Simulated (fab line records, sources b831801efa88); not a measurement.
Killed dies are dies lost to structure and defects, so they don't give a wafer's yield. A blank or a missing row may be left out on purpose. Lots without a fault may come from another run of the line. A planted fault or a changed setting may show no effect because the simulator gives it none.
fab line records | flow sky130
record lots=13 wafers=39 last_day=50
route steps=708 shown CAPM@544 PAD_OPEN@708
lots that met no fault: from a run of the same line without faults
start_h: hours from the record's first day to the start of the lot's first wafer shown | wait_h: hours since the lot's step before | " the same as in the row above | L1.1+2: a row that stands for several wafers | - no value, or no start given | * or withheld: withheld | < > ~ a bound
route shown NAME@n: a module of which the file shows steps, and the number in the route of the first | usual: mean/standard deviation of fault-free wafers | same: alike in all rows | chamber/n: place in a boat | sites: the reading at each site | _std_site: their standard deviation | _edge_site: outer sites' mean less inner sites' | radius_mm: how far each site lies from the wafer's centre | mask NAME#n: copy n | behind: the tool/chamber that last shaped the wafer | hold: why the lot was held/for how many hours/how that ended | device: the transistor (n, p or np) that didn't switch | end of line: the same wafers' tests at the end of the route | a step without rows: its recipe alone | killed: dies lost to structure and defects at the first sort, not the wafer's yield | map: a wafer's dies, x killed, . not, _ none there
set.NAME: the setting as run; set.NAME@STEP: as run at that earlier step | model.NAME: the simulator's own value behind a step, which no gauge read
steps of the route over a sample of lots; a table a step, a row a wafer
services: from which hour (start_h, from the record's first day; less than 0 if before it) a tool's chamber was out of use, for how many hours, and why
## steps
# step SKY_CAPM_COAT_07
# recipe resist=NOVOLAK spin_rpm=3000 resist_thk_nm=1140
# usual exhaust_pa=45.2/0.95 spin_speed_rpm=3000.0/2
# columns lot.wafer tool chamber start_h wait_h exhaust_pa spin_speed_rpm
L737.3 litho_track-03 0 852.10 0.1 44.3 3002.4
L737.4 " 0 " " 44.9 3001.3
L737.5 " 0 " " 45.4 3004.2
L738.1 litho_track-03 0 866.30 0.1 44.9 3000.6
L738.4 " 0 " " 45.9 2999.2
L738.6 " 0 " " 45.0 3002.0
L739.1 litho_track-01 0 875.73 0.1 44.6 2999.9
L739.4 " 0 " " 45.7 3001.6
L739.5 " 0 " " 44.9 3001.0
L740.1 litho_track-03 0 884.40 0.1 45.5 3000.2
L740.3 " 0 " " 45.4 2998.9
L740.6 " 0 " " 45.2 3000.1
L741.3 litho_track-03 0 896.65 0.1 44.7 2999.7
L741.4 " 0 " " 43.7 3001.1
L741.6 " 0 " " 44.6 3002.2
L744.3 litho_track-04 0 921.79 0.1 45.7 2994.2
L744.4 " 0 " " 46.2 2997.5
L744.5 " 0 " " 45.4 2999.3
L745.2 litho_track-04 0 927.76 0.1 45.3 2998.9
L745.4 " 0 " " 45.5 3000.1
L745.5 " 0 " " 46.3 2999.4
L746.1 litho_track-04 0 930.19 0.1 45.0 3280.4
L746.3 " 0 " " 45.7 3279.5
L746.5 " 0 " " 44.4 3280.8
L747.2 litho_track-04 0 935.76 0.1 46.8 3279.5
L747.3 " 0 " " 44.8 3280.2
L747.4 " 0 " " 45.5 3282.5
L753.3 litho_track-01 0 977.38 0.1 45.4 2998.9
L753.5 " 0 " " 45.7 2999.9
L753.6 " 0 " " 46.3 2997.6
L754.1 litho_track-03 0 986.90 0.1 44.9 2997.8
L754.3 " 0 " " 45.0 2996.3
L754.4 " 0 " " 43.7 2997.0
L757.1 litho_track-03 0 1014.60 0.1 48.3 3003.9
L757.2 " 0 " " 44.4 2997.3
L757.3 " 0 " " 45.1 2996.8
L760.1 litho_track-01 0 1024.38 0.1 44.4 2999.9
L760.2 " 0 " " 44.2 2999.8
L760.6 " 0 " " 45.0 2998.4
# step SKY_CAPM_STRIP_14
# recipe chemistry=O2/N2 power_w=1400 pressure_mtorr=1500 platen_temp_c=withheld o2_flow_sccm=3000 n2_flow_sccm=300 overash_fraction=0.5
# usual drypump_motor_current_A=5.8/0.45 oes_product_au=0.710/0.0047 strip_time_to_endpoint_s=12.67/0.05
# columns lot.wafer tool chamber start_h wait_h drypump_motor_current_A oes_product_au rf_hours_counter_h strip_time_to_endpoint_s
L737.3 plasma_asher-02 1 864.99 0.1 5.0 0.710 - 12.69
L737.4 " 0 " " 6.4 0.718 - 12.71
L737.5 " 1 " " 5.1 0.713 - 12.67
L738.1 plasma_asher-03 0 879.76 0.1 5.7 0.707 45 12.65
L738.4 " 0 " " 5.7 0.714 - 12.66
L738.6 " 0 " " 5.7 0.712 - 12.65
L739.1 plasma_asher-02 0 888.39 0.1 6.4 0.707 15 12.59
L739.4 " 1 " " 5.1 0.708 - 12.63
L739.5 " 1 " " 5.1 0.719 - 12.59
L740.1 plasma_asher-01 0 897.39 0.1 6.1 0.715 109 12.62
L740.3 " 1 " " 5.9 0.712 - 12.66
L740.6 " 1 " " 6.0 0.704 - 12.70
L741.3 plasma_asher-03 1 909.45 0.1 5.9 0.706 - 12.69
L741.4 " 0 " " 5.7 0.715 - 12.61
L741.6 " 0 " " 5.7 0.715 - 12.67
L744.3 plasma_asher-03 1 933.97 0.1 5.9 0.710 - 12.75
L744.4 " 0 " " 5.7 0.708 - 12.67
L744.5 " 1 " " 5.9 0.703 - 12.68
L745.2 plasma_asher-01 1 939.86 0.1 5.9 0.708 114 12.71
L745.4 " 1 " " 6.0 0.710 - 12.59
L745.5 " 1 " " 6.0 0.711 - 12.63
L746.1 plasma_asher-01 0 942.10 0.1 6.1 0.719 114 11.99
L746.3 " 1 " " 6.0 0.709 - 12.08
L746.5 " 1 " " 6.0 0.707 - 12.13
L747.2 plasma_asher-01 1 947.61 0.1 5.9 0.715 114 12.14
L747.3 " 0 " " 6.1 0.712 - 12.02
L747.4 " 1 " " 5.9 0.715 - 12.09
L753.3 plasma_asher-03 0 989.17 0.1 5.7 0.714 - 12.65
L753.5 " 1 " " 5.9 0.708 - 12.65
L753.6 " 0 " " 5.7 0.712 - 12.66
L754.1 plasma_asher-02 0 998.89 0.1 6.5 0.705 26 12.74
L754.3 " 0 " " 6.4 0.720 - 12.67
L754.4 " 1 " " 5.0 0.715 - 12.69
L757.1 plasma_asher-03 0 1026.21 0.1 5.7 0.717 59 12.64
L757.2 " 1 " " 5.9 0.712 59 12.67
L757.3 " 1 " " 5.9 0.703 - 12.68
L760.1 plasma_asher-03 1 1034.89 0.1 5.9 0.704 60 12.62
L760.2 " 0 " " 5.7 0.707 60 12.55
L760.6 " 1 " " 5.9 0.715 - 12.53
# step SKY_PAD_OPEN_PROBE_99
# usual defect_limited_yield=82.5/1.7 killed_at_M0_to_M3=43/6.7 killed_at_M4_up=3.2/1.8 killed_at_contacts=24/4.8 killed_at_front_end=16/4.2 killed_at_other=0.3/0.56 killed_dies=86/8.5 killed_open=47/6.7 killed_short=39/6 sort_bin_3_pad_short=0.9/0.45 sort_bin_5_function=10.3/1.6 sort_bin_6_memory=6.3/1 sort_n_pass=406/8.5 sort_yield_pct=82.5/1.7
# same gross_dies=492 killed_at_back_side=0 sort_bin_4_leakage[%]=0 sort_bin_8_speed[%]=0
# columns lot.wafer tool chamber start_h wait_h defect_limited_yield[%] killed_at_M0_to_M3 killed_at_M4_up killed_at_contacts killed_at_front_end killed_at_other killed_dies killed_open killed_short sort_bin_3_pad_short[%] sort_bin_5_function[%] sort_bin_6_memory[%] sort_n_pass sort_yield_pct[%]
L747.2 prober-01 - 1132.95 0.1 82.9 46 2 20 15 1 84 45 39 1.4 9.3 6.3 408 82.9
L747.3 prober-01 - 1133.00 0.2 84.3 44 3 19 11 0 77 40 37 1.0 9.6 5.1 415 84.3
L747.4 prober-01 - 1133.05 0.2 85.0 42 3 18 11 0 74 38 35 0.6 8.3 6.1 418 85.0
L754.1 prober-02 - 1172.82 0.1 83.1 36 6 22 17 2 83 44 39 0.4 9.6 6.9 409 83.1
L754.3 prober-02 - 1172.92 0.2 84.3 32 1 24 20 0 77 39 37 0.6 9.6 5.5 415 84.3
L754.4 prober-02 - 1172.97 0.2 84.3 31 2 28 15 1 77 42 35 0.4 9.1 6.1 415 84.3
# killed by level:class
L747.2 VIA2:geometric_particle:open=13 CONTACT:geometric_particle:open=8 VIA1:geometric_particle:open=8 METAL1:geometric_particle:short=6 LI_CONTACT:geometric_particle:open=5 VIA1:geometric_particle:short=5 METAL2:geometric_particle:short=5 POLY_GATE:geometric_particle:short=4
L747.3 VIA3:geometric_particle:open=10 VIA1:geometric_particle:open=8 CONTACT:geometric_particle:open=7 LOCAL_INTERCONNECT:geometric_particle:short=6 VIA2:geometric_particle:open=5 FIELD_ISO:geometric_particle:open=4 METAL1:geometric_particle:short=4 VIA1:geometric_particle:short=4
L747.4 VIA1:geometric_particle:open=11 CONTACT:geometric_particle:open=7 VIA2:geometric_particle:open=6 VIA1:geometric_particle:short=6 SPACER:geometric_particle:short=4 LI_CONTACT:geometric_particle:open=4 VIA3:geometric_particle:open=4 POLY_GATE:geometric_particle:short=3
L754.1 CONTACT:geometric_particle:open=8 LI_CONTACT:geometric_particle:open=7 VIA1:geometric_particle:open=7 METAL2:geometric_particle:short=7 VIA3:geometric_particle:open=6 POLY_GATE:geometric_particle:open=5 CONTACT:geometric_particle:short=4 METAL1:geometric_particle:short=4
L754.3 VIA1:geometric_particle:open=10 LI_CONTACT:geometric_particle:open=8 FIELD_ISO:geometric_particle:short=6 CONTACT:geometric_particle:open=6 CONTACT:geometric_particle:short=5 VIA3:geometric_particle:short=5 FIELD_ISO:geometric_particle:open=4 METAL1:geometric_particle:short=4
L754.4 CONTACT:geometric_particle:open=11 LI_CONTACT:geometric_particle:open=8 VIA3:geometric_particle:open=6 FIELD_ISO:geometric_particle:short=5 VIA2:geometric_particle:open=5 FIELD_ISO:geometric_particle:open=4 VIA3:geometric_particle:short=4 VIA1:geometric_particle:open=4
## services
# columns tool chamber start_h hours kind
plasma_asher-02 - 841.07 5.9 repair
plasma_asher-02 - 946.07 0.6 repair
plasma_asher-03 - 1011.69 3.7 repair
## key
first_sign step=SKY_CAPM_COAT_07 reading=spin_speed_rpm direction=up sigmas=99+ usual=3000.0 struck=3280.5
effect step=SKY_CAPM_STRIP_14 reading=strip_time_to_endpoint_s direction=down sigmas=12 usual=* struck=*
met_at SKY_CAPM_COAT_07
struck_lots L746,L747
onset_between 927.76 930.19
fault kind=process_parameter_drift tool=litho_track-04 chamber=- onset_h=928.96 steps=SKY_CAPM_COAT_07 channel=spin_rpm offset=280.6 shape=step end_h=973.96 acts_in=these_recipes_only stated=3000
